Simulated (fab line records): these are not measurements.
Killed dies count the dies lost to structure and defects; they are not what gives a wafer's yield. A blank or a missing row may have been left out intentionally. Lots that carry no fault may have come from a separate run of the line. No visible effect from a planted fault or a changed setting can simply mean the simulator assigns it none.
Which tool is to blame? | flow sky130 | Sampling: 24 lots, 72 wafers, 5 of 708 route steps

== WHAT EACH GAUGE READ, for each wafer ==
SKY_METAL2_OVL_MEAS_16.
lot  | measured     | on         | METAL2_OVL (nm)
L074 | day 35 02:47 | overlay-02 | 3 -2 2
L075 | day 35 07:38 | overlay-01 | 2 2 4
L076 | day 36 02:58 | overlay-01 | -10 -10 -12
L077 | day 36 19:44 | overlay-02 | 4 5 5
L078 | day 37 00:47 | overlay-01 | 1 -4 -1
L080 | day 37 13:31 | overlay-01 | -5 0 -3
L079 | day 37 13:53 | overlay-01 | -3 -7 -5
L081 | day 37 14:29 | overlay-01 | -9 -10 -11
L082 | day 37 21:13 | overlay-01 | -6 -1 -4
L083 | day 38 02:32 | overlay-01 | 0 6 -3
L085 | day 38 18:53 | overlay-02 | 2 -4 4
L084 | day 38 22:19 | overlay-01 | 4 10 13
L086 | day 38 23:35 | overlay-02 | 1 -4 -2
L087 | day 39 05:37 | overlay-02 | -3 -5 -3
L088 | day 39 18:17 | overlay-01 | -10 -5 -10
L089 | day 39 22:40 | overlay-02 | 7 3 8
L090 | day 40 05:13 | overlay-01 | 4 1 3
L091 | day 40 10:35 | overlay-02 | 5 9 10
L092 | day 40 18:26 | overlay-02 | -3 -2 -8
L093 | day 40 21:08 | overlay-02 | -1 -6 1
L094 | day 41 01:41 | overlay-01 | -8 -13 -12
L095 | day 41 09:07 | overlay-01 | 1 5 13
L096 | day 42 07:23 | overlay-02 | -9 -3 -6
L097 | day 42 08:23 | overlay-02 | -3 2 -1

SKY_VIA2_THK_MEAS_01.
lot  | measured     | on            | VIA2_HDPCVD_THK (nm)
L074 | day 35 03:49 | film_metro-04 | 1165 1181 1191
L075 | day 35 09:00 | film_metro-01 | 1166 1170 1173
L076 | day 36 04:07 | film_metro-03 | 1172 1165 1159
L077 | day 36 20:41 | film_metro-01 | 1181 1207 1214
L078 | day 37 01:45 | film_metro-01 | 1164 1151 1163
L080 | day 37 14:28 | film_metro-03 | 1179 1187 1187
L079 | day 37 14:50 | film_metro-03 | 1192 1225 1185
L081 | day 37 15:26 | film_metro-01 | 1168 1171 1150
L082 | day 37 22:11 | film_metro-03 | 1186 1145 1151
L083 | day 38 03:29 | film_metro-03 | 1189 1199 1161
L085 | day 38 19:52 | film_metro-01 | 1154 1173 1171
L084 | day 38 23:16 | film_metro-01 | 1167 1187 1200
L086 | day 39 00:34 | film_metro-03 | 1185 1187 1188
L087 | day 39 06:39 | film_metro-03 | 1188 1169 1183
L088 | day 39 19:16 | film_metro-04 | 1194 1181 1196
L089 | day 39 23:42 | film_metro-01 | 1169 1193 1193
L090 | day 40 06:09 | film_metro-01 | 1176 1204 1180
L091 | day 40 11:43 | film_metro-04 | 1164 1164 1182
L092 | day 40 19:24 | film_metro-04 | 1190 1180 1186
L093 | day 40 22:08 | film_metro-04 | 1183 1157 1155
L094 | day 41 02:41 | film_metro-04 | 1160 1159 1157
L095 | day 41 10:05 | film_metro-03 | 1166 1178 1195
L096 | day 42 08:20 | film_metro-04 | 1169 1199 1163
L097 | day 42 09:19 | film_metro-03 | 1173 1199 1173

== WHICH TOOL RAN EACH LOT (tool, then ch and the chambers of the sampled wafers, then the start) ==
lot  | SKY_METAL1_DESCUM_17              | SKY_METAL1_STRIP_20                  | SKY_VIA1_SPUTTER_20
L074 | rie_metal-01 ch 0,1, day 32 17:23 | plasma_asher-02 ch 0,1, day 32 17:35 | pvd_sputter-03, day 33 23:28
L075 | rie_metal-02 ch 0, day 33 00:57   | plasma_asher-03 ch 0,1, day 33 01:08 | pvd_sputter-01, day 34 05:14
L076 | rie_metal-01 ch 0,1, day 33 19:10 | plasma_asher-01 ch 0,1, day 33 19:22 | pvd_sputter-03, day 34 23:32
L077 | rie_metal-01 ch 0,1, day 34 11:27 | plasma_asher-03 ch 0,1, day 34 11:38 | pvd_sputter-01, day 35 16:21
L078 | rie_metal-01 ch 0,1, day 34 17:08 | plasma_asher-01 ch 0,1, day 34 17:20 | pvd_sputter-03, day 35 21:40
L080 | rie_metal-01 ch 0,1, day 35 04:07 | plasma_asher-03 ch 0,1, day 35 04:18 | pvd_sputter-02, day 36 09:07
L079 | rie_metal-04 ch 1, day 35 05:15   | plasma_asher-03 ch 0,1, day 35 05:26 | pvd_sputter-03, day 36 10:08
L081 | rie_metal-04 ch 0,1, day 35 06:51 | plasma_asher-02 ch 0,1, day 35 07:02 | pvd_sputter-03, day 36 11:23
L082 | rie_metal-04 ch 0, day 35 13:01   | plasma_asher-02 ch 0,1, day 35 13:13 | pvd_sputter-03, day 36 18:01
L083 | rie_metal-02 ch 0,1, day 35 20:07 | plasma_asher-01 ch 0,1, day 35 20:19 | pvd_sputter-03, day 37 00:47
L085 | rie_metal-01 ch 0,1, day 36 12:57 | plasma_asher-02 ch 0,1, day 36 13:08 | pvd_sputter-01, day 37 17:17
L084 | rie_metal-02 ch 0,1, day 36 15:13 | plasma_asher-02 ch 0,1, day 36 15:24 | pvd_sputter-03, day 37 19:45
L086 | rie_metal-02 ch 0, day 36 16:49   | plasma_asher-01 ch 0,1, day 36 17:00 | pvd_sputter-01, day 37 21:14
L087 | rie_metal-02 ch 0,1, day 37 00:37 | plasma_asher-01 ch 0,1, day 37 00:49 | pvd_sputter-03, day 38 04:05
L088 | rie_metal-01 ch 0,1, day 37 13:47 | plasma_asher-03 ch 0,1, day 37 13:59 | pvd_sputter-03, day 38 17:11
L089 | rie_metal-02 ch 0,1, day 37 18:10 | plasma_asher-03 ch 0,1, day 37 18:22 | pvd_sputter-02, day 38 20:59
L090 | rie_metal-01 ch 1, day 38 00:04   | plasma_asher-03 ch 0,1, day 38 00:26 | pvd_sputter-03, day 39 03:54
L091 | rie_metal-04 ch 0, day 38 05:37   | plasma_asher-01 ch 0,1, day 38 05:59 | pvd_sputter-03, day 39 08:44
L092 | rie_metal-02 ch 0,1, day 38 15:03 | plasma_asher-03 ch 0,1, day 38 15:14 | pvd_sputter-03, day 39 17:06
L093 | rie_metal-01 ch 0,1, day 38 17:23 | plasma_asher-01 ch 0,1, day 38 17:35 | pvd_sputter-01, day 39 20:22
L094 | rie_metal-01 ch 0,1, day 38 20:32 | plasma_asher-03 ch 0,1, day 38 20:44 | pvd_sputter-02, day 40 00:10
L095 | rie_metal-02 ch 0,1, day 39 05:36 | plasma_asher-03 ch 0,1, day 39 05:47 | pvd_sputter-03, day 40 08:48
L096 | rie_metal-02 ch 0,1, day 40 04:34 | plasma_asher-02 ch 0,1, day 40 04:46 | pvd_sputter-01, day 41 07:05
L097 | rie_metal-04 ch 1, day 40 05:43   | plasma_asher-03 ch 0,1, day 40 06:13 | pvd_sputter-02, day 41 07:47
- SKY_METAL1_DESCUM_17: chemistry O2, time 8 s.
- SKY_METAL1_STRIP_20: strips in O2/N2.
- SKY_VIA1_SPUTTER_20: material TiN, target thk 20 nm, time 80 s.

== AS READ BY THE TOOLS THEMSELVES (means over the sampled wafers that have a number; for cases with no such wafer, the mark the record gives instead) ==
SKY_METAL1_DESCUM_17.
lot  | tool         | drypump_motor_current_A (A) | oes_product_au (a.u.)
L074 | rie_metal-01 | 5.5                         | 0.998
L075 | rie_metal-02 | 6.3                         | 0.999
L076 | rie_metal-01 | 5.6                         | 0.996
L077 | rie_metal-01 | 5.5                         | 0.991
L078 | rie_metal-01 | 5.6                         | 0.987
L080 | rie_metal-01 | 5.5                         | 0.997
L079 | rie_metal-04 | 6.5                         | 0.989
L081 | rie_metal-04 | 6.2                         | 0.990
L082 | rie_metal-04 | 6.1                         | 0.994
L083 | rie_metal-02 | 6.0                         | 1.001
L085 | rie_metal-01 | 5.5                         | 0.991
L084 | rie_metal-02 | 5.7                         | 1.005
L086 | rie_metal-02 | 6.3                         | 0.998
L087 | rie_metal-02 | 5.8                         | 0.998
L088 | rie_metal-01 | 5.6                         | 0.991
L089 | rie_metal-02 | 5.9                         | 0.996
L090 | rie_metal-01 | 5.6                         | 0.987
L091 | rie_metal-04 | 6.2                         | 0.993
L092 | rie_metal-02 | 5.7                         | 0.996
L093 | rie_metal-01 | 5.6                         | 0.995
L094 | rie_metal-01 | 5.6                         | 1.001
L095 | rie_metal-02 | 5.9                         | 0.993
L096 | rie_metal-02 | 6.0                         | 1.001
L097 | rie_metal-04 | 6.5                         | 0.997

SKY_METAL1_STRIP_20.
lot  | tool            | drypump_motor_current_A (A) | oes_product_au (a.u.) | strip_time_to_endpoint_s (s)
L074 | plasma_asher-02 | 5.8                         | 0.346                 | 2.80
L075 | plasma_asher-03 | 5.2                         | 0.343                 | 2.71
L076 | plasma_asher-01 | 6.4                         | 0.343                 | 2.71
L077 | plasma_asher-03 | 5.3                         | 0.342                 | 2.71
L078 | plasma_asher-01 | 6.1                         | 0.340                 | 2.72
L080 | plasma_asher-03 | 5.3                         | 0.348                 | 2.74
L079 | plasma_asher-03 | 5.3                         | 0.349                 | 2.76
L081 | plasma_asher-02 | 5.8                         | 0.347                 | 2.73
L082 | plasma_asher-02 | 5.8                         | 0.340                 | 2.71
L083 | plasma_asher-01 | 6.4                         | 0.342                 | 2.69
L085 | plasma_asher-02 | 5.9                         | 0.340                 | 2.71
L084 | plasma_asher-02 | 5.8                         | 0.338                 | 2.68
L086 | plasma_asher-01 | 6.1                         | 0.342                 | 2.73
L087 | plasma_asher-01 | 6.1                         | 0.345                 | 2.66
L088 | plasma_asher-03 | 5.3                         | 0.344                 | 2.75
L089 | plasma_asher-03 | 5.3                         | 0.340                 | 2.70
L090 | plasma_asher-03 | 5.2                         | 0.349                 | 2.77
L091 | plasma_asher-01 | 6.1                         | 0.341                 | 2.70
L092 | plasma_asher-03 | 5.3                         | 0.345                 | 2.70
L093 | plasma_asher-01 | 6.1                         | 0.347                 | 2.71
L094 | plasma_asher-03 | 5.3                         | 0.347                 | 2.70
L095 | plasma_asher-03 | 5.3                         | 0.345                 | 2.74
L096 | plasma_asher-02 | 5.9                         | 0.348                 | 2.73
L097 | plasma_asher-03 | 5.3                         | 0.344                 | 2.78

SKY_VIA1_SPUTTER_20.
lot  | tool           | throttle_valve_pct (%)
L074 | pvd_sputter-03 | 29.5
L075 | pvd_sputter-01 | 30.4
L076 | pvd_sputter-03 | 29.7
L077 | pvd_sputter-01 | 30.1
L078 | pvd_sputter-03 | 29.6
L080 | pvd_sputter-02 | 29.6
L079 | pvd_sputter-03 | 30.0
L081 | pvd_sputter-03 | 29.9
L082 | pvd_sputter-03 | 30.1
L083 | pvd_sputter-03 | 29.8
L085 | pvd_sputter-01 | 29.9
L084 | pvd_sputter-03 | 30.0
L086 | pvd_sputter-01 | 30.4
L087 | pvd_sputter-03 | 29.9
L088 | pvd_sputter-03 | 29.8
L089 | pvd_sputter-02 | 31.2
L090 | pvd_sputter-03 | 29.8
L091 | pvd_sputter-03 | 29.7
L092 | pvd_sputter-03 | 29.5
L093 | pvd_sputter-01 | 30.4
L094 | pvd_sputter-02 | 29.7
L095 | pvd_sputter-03 | 29.3
L096 | pvd_sputter-01 | 29.7
L097 | pvd_sputter-02 | 30.8

== THE ANSWER, worked out from the rows above alone ==
Rule: what is usual is taken from the lots themselves. Put in order of their means at a reading, lots are off if they are a third of the lots or fewer, leave a main group of 4 or more, and stand apart from it by a gap of 3 or more times the standard deviation of the main group's means; of several such gaps the widest counts. A main group is skipped when, at the precision printed for the reading in the tables above, its means are all equal. A lot without any number at a reading at which 4 lots or more have one is off too. Any other lot the step has rows for is counted as sound. The gauges are gone through in route order, then the tools' own readings, and for those a lot's mean is taken as printed above. The first step at which some lot is off is used, and at that step the reading that is off furthest; a lot without a number counts as furthest.
No lot is off on any of the readings shown, so nothing can be concluded from this.

== WHAT THE SIMULATOR HAD PUT IN ==
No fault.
